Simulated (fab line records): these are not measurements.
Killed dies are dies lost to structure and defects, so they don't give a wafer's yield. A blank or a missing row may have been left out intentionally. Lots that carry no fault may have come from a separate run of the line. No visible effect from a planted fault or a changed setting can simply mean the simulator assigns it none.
One fault seen from 2 desks ; flow gf180mcu ; only its own numbers are on each desk; what lay behind them is given at the end

== AT THE METROLOGY DESK ==
Means of the sampled wafers that have a number, per lot and without regard to the tool the lot ran on: this is what the gauges read. Marked OUT: a lot whose mean sits more than 4 standard deviations from the usual mean, which makes it out of limits; the brackets give that distance.
Columns: A = cd nm at GF_HV_LDD_CD_MEAS_07, usual 399.7 nm; B = cd nm at GF_HV_LDD_CD_MEAS_46, usual 400.0 nm; C = HV_LDD_RS at GF_HV_LDD_RS_MEAS_53, usual 418.4 ohm/sq
lot;first seen here;A;B;C
L527;day 11 04:26;400.3;401.1;419.0
L528;day 11 05:07;399.5;398.0;418.4
L529;day 11 14:49;400.4;400.0;417.0
L530;day 11 15:03;397.7;399.3;418.8
L534;day 12 17:52;401.1;402.7;404.4 (-15) OUT
L535;day 13 02:37;401.7;396.4;418.1
L536;day 13 09:02;397.0;401.0;404.9 (-14) OUT
L541;day 14 22:39;403.5;400.8;417.8
L543;day 15 08:27;400.9;399.4;418.7
L545;day 15 21:06;402.1;399.9;417.2
L546;day 16 09:35;397.8;402.0;417.8
L547;day 16 14:07;397.3;398.3;418.3
L548;day 17 02:22;400.3;403.1;417.4
This desk's result: L534, L536 out of limits, first on L534 (HV_LDD_RS at GF_HV_LDD_RS_MEAS_53), day 15 10:04. In limits: L527, L528, L529, L530, L535, L541, L543, L545, L546, L547, L548.

== AT THE TOOL OWNER'S DESK: implanter-01 ==
The tool's own readings at GF_HV_LDD_IMPLANT_35, given as means over the sampled wafers that have a number, one for each lot that went through this tool. Marked OUT: a lot whose mean sits more than 4 standard deviations from the usual mean, which makes it out of limits; the brackets give that distance.
Columns: A = beam energy keV at GF_HV_LDD_IMPLANT_35, usual 60.002
lot;first seen here;A
L527;day 12 17:32;59.991
L528;day 12 19:37;60.026
L534;day 14 11:16;67.275 (+99 or more) OUT
L536;day 15 03:46;67.250 (+99 or more) OUT
L545;day 17 18:44;60.012
L548;day 19 02:37;60.016
Finding of this desk: L534, L536 out of limits; the first was L534 at day 14 11:16, on beam energy keV at GF_HV_LDD_IMPLANT_35. In limits: L527, L528, L545, L548.

== ALL TOGETHER ==
An alarm could have come from the tool owner's desk at day 14 11:16, on L534, L536.
On L534, L536, the metrology desk was in a position to raise an alarm at day 15 10:04.
GF_HV_LDD_IMPLANT_35 was run on implanter-01 by each of the lots named.

== WHAT HAD BEEN PUT IN BY THE SIMULATOR ==
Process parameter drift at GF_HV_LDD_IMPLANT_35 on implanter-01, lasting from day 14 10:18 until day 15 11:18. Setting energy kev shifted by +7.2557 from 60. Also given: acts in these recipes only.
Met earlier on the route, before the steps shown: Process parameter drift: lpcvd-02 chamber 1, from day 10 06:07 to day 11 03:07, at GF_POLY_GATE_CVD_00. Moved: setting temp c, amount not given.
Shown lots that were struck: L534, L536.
Counting hours from when the fault started, the first reading out of limits came at 1 for the tool owner's desk and at 24 for the metrology desk.
